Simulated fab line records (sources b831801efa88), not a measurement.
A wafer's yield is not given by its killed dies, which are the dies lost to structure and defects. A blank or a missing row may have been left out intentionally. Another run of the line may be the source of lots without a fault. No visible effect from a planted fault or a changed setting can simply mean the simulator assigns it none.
Problem report, 8D (eight disciplines) form, completed by code || flow sfqLine || the parts of the form that need people (team, actions taken, sign-off) are left out

1. WHAT IS WRONG
At SFQ_TRILAYER_I1_CMP_CMP_046, timeToEndpointS averages 282 s over 3 wafers from 3 lots, while fault-free wafers read 215 s, standard deviation 10. Measured from the usual mean, that is +6.7 standard deviations.
The step: polishes SiO2.
The first sign was on wafer L631.6 at day 18 07:22, on cmp-01. The record holds 44 wafers of 15 lots with a number at this step. Rule for "out" (also "out of limits"): further than 4 standard deviations from the usual mean. All remaining wafers that have a number are taken as sound.

2. WHAT THIS IS AND IS NOT
{"question": "which readings at this step", "is": "timeToEndpointS", "is not": "headPressurePsi, motorCurrentA"}
{"question": "which lots", "is": "L631, L632, L633", "is not": "L615, L616, L617, L618, L619, L620, L621, L622, L623, L624, L634, L638"}
{"question": "which wafers of those lots", "is": "L631.6, L632.6, L633.1", "is not": "L631.4, L632.3, L632.5, L633.2, L633.3"}
{"question": "read on which tools", "is": "cmp-01", "is not": "cmp-02"}
{"question": "when", "is": "from day 18 07:22", "is not": "up to then (31 sound wafers); but 10 sound wafers of L632, L633, L634, L638 came after"}

3. WHAT RULES OUT EACH SUSPECT
Counting: if a tool at a process step up to the reading ran every lot that is out, it stays a suspect. Sound lots after the first of them don't rule it out here, since some wafers of a struck lot are sound.
- cmp-01 at SFQ_TRILAYER_I1_CMP_CMP_046 (polishes SiO2): kept. It ran every lot that is out, first L631 (day 18 05:52); its last sound lot up to then is L624 (day 16 06:51). On those wafers its own readings are out: timeToEndpointS.
After counting, what remains is cmp-01 at SFQ_TRILAYER_I1_CMP_CMP_046.

4. THE CAUSE (what the simulator had put in)
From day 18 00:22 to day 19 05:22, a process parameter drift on cmp-01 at SFQ_TRILAYER_I1_CMP_CMP_046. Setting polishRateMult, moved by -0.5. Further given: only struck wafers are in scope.
This tool alone remained once counting was done.

5. THE EFFECT CHAIN, in route order
Each row: a reading whose mean over the struck wafers that have a number lies more than 3 standard deviations from the usual. Only readings whose record carries a usual standard deviation are examined. hours: median over the lots of the time between each lot's start at the first step of this table that gives one and its start at this step. sigmas: the change, counted in usual standard deviations.
{"hours": 0, "step": "SFQ_TRILAYER_I1_CMP_CMP_046", "reading": "timeToEndpointS", "usual": "215 s", "on struck wafers": 282, "change": "+67", "sigmas": "+6.7"}
{"hours": 7, "step": "SFQ_TRILAYER_I1_METRO_MEASURE_047", "reading": "thkNm", "usual": "200.2 nm", "on struck wafers": 307.1, "change": "+106.9", "sigmas": "+82"}
{"hours": 124, "step": "SFQ_TRILAYER_I1_VIA_ETCH_VIA_ETCH_052", "reading": "oesProductAu", "usual": "0.855 a.u.", "on struck wafers": 0.999, "change": "+0.144", "sigmas": "+28"}
The process steps in it:
- SFQ_TRILAYER_I1_CMP_CMP_046: polishes SiO2.
- SFQ_TRILAYER_I1_METRO_MEASURE_047
- SFQ_TRILAYER_I1_VIA_ETCH_VIA_ETCH_052: etches SiO2 in CHF3, stops on Nb, target depth 260 nm.
At these later measuring or inspecting steps, every struck wafer for which the step has a row has a number for every such reading, and none has moved that far: SFQ_I1_BOW_MEAS_912.

6. WHAT WOULD HAVE CAUGHT IT SOONER
In this record the first reading out of limits was taken at day 18 07:22, 7 hours after the fault began at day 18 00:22.
